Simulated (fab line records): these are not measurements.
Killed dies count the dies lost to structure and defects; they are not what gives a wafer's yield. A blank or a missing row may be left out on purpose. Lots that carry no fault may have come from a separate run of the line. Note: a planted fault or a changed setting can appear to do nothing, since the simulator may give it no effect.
Matching of chambers || flow sky130 || SKY_FIELD_ISO_ETCH_17 on rieSi-01 has 4 sister chambers
The step etches Si in HBr/Cl2/O2, target depth 342 nm, time 97.7 s. 8 wafers are shown with their chamber, then 8 later ones without.

## WAFERS, EACH WITH ITS CHAMBER
{"wafer": "L550.1", "chamber": 3, "drypumpMotorCurrentA (A)": 6.1, "oesProductAu (a.u.)": 0.987}
{"wafer": "L550.2", "chamber": 2, "drypumpMotorCurrentA (A)": 6.4, "oesProductAu (a.u.)": 1.012}
{"wafer": "L550.5", "chamber": 3, "drypumpMotorCurrentA (A)": 6.0, "oesProductAu (a.u.)": 0.996}
{"wafer": "L556.5", "chamber": 0, "drypumpMotorCurrentA (A)": 4.8, "oesProductAu (a.u.)": 0.983}
{"wafer": "L558.1", "chamber": 2, "drypumpMotorCurrentA (A)": 6.4, "oesProductAu (a.u.)": 1.004}
{"wafer": "L558.3", "chamber": 1, "drypumpMotorCurrentA (A)": 5.2, "oesProductAu (a.u.)": 1.001}
{"wafer": "L558.6", "chamber": 0, "drypumpMotorCurrentA (A)": 4.8, "oesProductAu (a.u.)": 0.997}
{"wafer": "L560.2", "chamber": 1, "drypumpMotorCurrentA (A)": 5.2, "oesProductAu (a.u.)": 1.000}

## WAFERS WHOSE CHAMBER IS MISSING
{"wafer": "L560.4", "drypumpMotorCurrentA (A)": 4.8, "oesProductAu (a.u.)": 1.004}
{"wafer": "L560.6", "drypumpMotorCurrentA (A)": 5.2, "oesProductAu (a.u.)": 1.004}
{"wafer": "L562.3", "drypumpMotorCurrentA (A)": 6.1, "oesProductAu (a.u.)": 1.004}
{"wafer": "L562.4", "drypumpMotorCurrentA (A)": 4.8, "oesProductAu (a.u.)": 0.990}
{"wafer": "L562.5", "drypumpMotorCurrentA (A)": 6.4, "oesProductAu (a.u.)": 1.010}
{"wafer": "L564.1", "drypumpMotorCurrentA (A)": 6.0, "oesProductAu (a.u.)": 0.993}
{"wafer": "L564.3", "drypumpMotorCurrentA (A)": 6.3, "oesProductAu (a.u.)": 0.999}
{"wafer": "L564.6", "drypumpMotorCurrentA (A)": 6.0, "oesProductAu (a.u.)": 0.995}

## WHICH CHAMBER EACH ONE RAN IN
{"wafer": "L560.4", "from the rows above": 0, "in truth": 0}
{"wafer": "L560.6", "from the rows above": 1, "in truth": 1}
{"wafer": "L562.3", "from the rows above": 3, "in truth": 3}
{"wafer": "L562.4", "from the rows above": 0, "in truth": 0}
{"wafer": "L562.5", "from the rows above": 2, "in truth": 2}
{"wafer": "L564.1", "from the rows above": 3, "in truth": 3}
{"wafer": "L564.3", "from the rows above": 2, "in truth": 2}
{"wafer": "L564.6", "from the rows above": 3, "in truth": 3}
Placed correctly: 8 of 8. Number that these rows cannot place: 0. Placed wrongly: 0.
How it was worked out, from the rows above alone: a wafer's distance from a chamber is the root of the sum, over the readings, of the square of ((its reading less the chamber's mean) divided by the reading's scatter). The wafer belongs to the nearest chamber; if the next one is less than 2 further off, it can't be placed. The mean given for a chamber averages the wafers shown for that chamber. The scatter: take each reading less its chamber's mean, square it, sum over the shown wafers, divide by the number of wafers less the number of chambers, and take the root.
